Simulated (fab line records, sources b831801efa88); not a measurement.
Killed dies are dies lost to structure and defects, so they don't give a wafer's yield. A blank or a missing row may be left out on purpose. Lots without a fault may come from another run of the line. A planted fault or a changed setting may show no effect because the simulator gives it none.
Problem report in the 8D (eight disciplines) form, filled by code | flow gf180mcu | the parts of the form that need people (team, actions taken, sign-off) are left out

1. THE PROBLEM
TOP_METAL_ALCU_RS at GF_TOP_METAL_RS_MEAS_05 reads a mean of 0.03660 ohm/sq on 1 wafer of 1 lot; wafers without a fault read 0.03262 ohm/sq with a standard deviation of 0.0003. That is +13 standard deviations from the usual mean.
The step: measures by four-point-probe.
First seen on wafer L494.2, day 29 19:43, on film_metro-04. The record holds 30 wafers of 10 lots with a number at this step. Rule for "out", or "out of limits": more than 4 standard deviations from the usual mean. The other wafers with a number count as sound.

2. WHAT IT IS AND WHAT IT IS NOT
question                    | is                | is not
which readings at this step | TOP_METAL_ALCU_RS | -
which lots                  | L494              | L486, L491, L499, L501, L505, L506, L507, L508, L509
which wafers of those lots  | L494.2            | L494.1, L494.5
read on which gauges        | film_metro-04     | film_metro-01, film_metro-02
when                        | from day 29 19:43 | up to then (8 sound wafers); but 21 sound wafers of L499, L501, L505, L506, L507, L508, L509 came after

3. SUSPECTS, AND WHAT RULES EACH OUT
Counting: a tool at a process step up to the reading stays a suspect if it ran every lot that is out. Sound lots after the first of them don't rule it out here, since some wafers of a struck lot are sound.
- the gauge at GF_TOP_METAL_RS_MEAS_05: ruled out. All the wafers that are out were read on film_metro-04, but those of them that GF_TOP_METAL_METAL_ETCH_16 has rows for are out there too, on other tools.
- pvd_sputter-03 at GF_TOP_METAL_SPUTTER_02 (material AlCu, target thk 900 nm, time 47.82 s): kept. It ran the lot that is out, L494 (day 29 19:37); its last sound lot up to then is L491 (day 28 18:34).
Left after counting: pvd_sputter-03 at GF_TOP_METAL_SPUTTER_02.

4. THE CAUSE (what the simulator had put in)
Process parameter drift: pvd_sputter-03, from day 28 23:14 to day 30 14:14, at GF_TOP_METAL_SPUTTER_02. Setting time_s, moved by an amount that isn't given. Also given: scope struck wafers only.
Counting left only this tool.

5. THE CHAIN OF EFFECTS, in route order
Each row: a reading whose mean over the struck wafers that have a number lies more than 3 standard deviations from the usual. Only readings for which the record gives a usual standard deviation are gone through. hours: the time from each lot's start at the first step in this table that gives one to its start at this step, as a median over the lots. sigmas: the change in usual standard deviations.
hours | step                       | reading            | usual          | on struck wafers | change   | sigmas
0     | GF_TOP_METAL_RS_MEAS_05    | TOP_METAL_ALCU_RS  | 0.03262 ohm/sq | 0.03660          | +0.00398 | +13
21    | GF_TOP_METAL_THK_MEAS_06   | TOP_METAL_ALCU_THK | 914 nm         | 811              | -103     | -11
27    | GF_TOP_METAL_METAL_ETCH_16 | oes_product_au     | 0.968 a.u.     | 0.910            | -0.058   | -8.7
27    | GF_TOP_METAL_METAL_ETCH_16 | throttle_valve_pct | 28.254 %       | 28.323           | +0.069   | +6.9
The process steps in it:
- GF_TOP_METAL_METAL_ETCH_16: etches the open film in Cl2/BCl3, stops on SiO2, target depth 1077.5 nm, time 179.6 s.

6. WHAT WOULD HAVE CAUGHT IT SOONER
In this record the first reading out of limits at a measuring or inspecting step was taken at day 29 19:43, 20 hours after the fault began at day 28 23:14.
Of the tool readings at GF_TOP_METAL_SPUTTER_02 for which the record gives a usual standard deviation, none was out on any struck wafer, so an alarm limit of 4 standard deviations on them would not have fired.
All the lots that are out (1) had begun GF_TOP_METAL_SPUTTER_02 on pvd_sputter-03 by day 29 19:43. A hold on the tool at that time would have spared none of them.
